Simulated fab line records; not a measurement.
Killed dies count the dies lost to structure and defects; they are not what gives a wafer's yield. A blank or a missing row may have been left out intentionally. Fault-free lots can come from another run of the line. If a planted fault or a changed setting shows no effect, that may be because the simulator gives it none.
The tool behind it: which one? / flow gf180mcu / route of 602 steps, sampled at 1 step: 11 lots, 33 wafers

## WHAT EACH GAUGE READ, for each wafer
GF_M4_OVL_MEAS_15. Usual: M4_OVL gives 0 nm (standard deviation 5.2).
lot=L337; measured=day 23 22:28; on=overlay-02; M4_OVL (nm)=15 0 4; flag=
lot=L338; measured=day 24 04:15; on=overlay-01; M4_OVL (nm)=-8 -6 -2; flag=
lot=L341; measured=day 25 05:25; on=overlay-02; M4_OVL (nm)=7 3 0; flag=
lot=L345; measured=day 27 10:45; on=overlay-01; M4_OVL (nm)=3 7 11; flag=
lot=L348; measured=day 27 20:31; on=overlay-01; M4_OVL (nm)=-3 -1 -6; flag=
lot=L349; measured=day 28 04:49; on=overlay-02; M4_OVL (nm)=7 3 1; flag=
lot=L350; measured=day 28 05:19; on=overlay-01; M4_OVL (nm)=-9 -8 -6; flag=
lot=L352; measured=day 28 18:28; on=overlay-02; M4_OVL (nm)=10 9 11; flag=
lot=L354; measured=day 29 16:34; on=overlay-01; M4_OVL (nm)=6 5 6; flag=
lot=L355; measured=day 30 00:11; on=overlay-02; M4_OVL (nm)=1 -2 0; flag=
lot=L356; measured=day 30 07:34; on=overlay-02; M4_OVL (nm)=-4 1 -2; flag=

## WHAT TOOL EACH LOT RAN ON (gives the tool, then ch and the chambers of the sampled wafers, and finally the start)
Record: no process step prior to these readings.

## WHAT THE TOOLS THEMSELVES READ (means of the sampled wafers that have a number; where no wafer has one, the mark that the record gives instead)
The record holds no such reading with a usual standard deviation.

## THE ANSWER, worked out from the rows above alone
Rule: a lot counts as off when the mean over its wafers that have a number is more than 3 standard deviations away from the usual mean. A lot without any number at a reading at which 4 lots or more have one is off too. All remaining lots with rows at the step are treated as sound. First the gauges in route order, then the tools' own readings, where a lot's mean is used as printed above. The first step at which some lot is off is used, and at that step the reading that is off furthest; a lot without a number counts as furthest.
None of the lots is off at any reading shown; this tells nothing.

## WHAT THE SIMULATOR HAD PUT IN
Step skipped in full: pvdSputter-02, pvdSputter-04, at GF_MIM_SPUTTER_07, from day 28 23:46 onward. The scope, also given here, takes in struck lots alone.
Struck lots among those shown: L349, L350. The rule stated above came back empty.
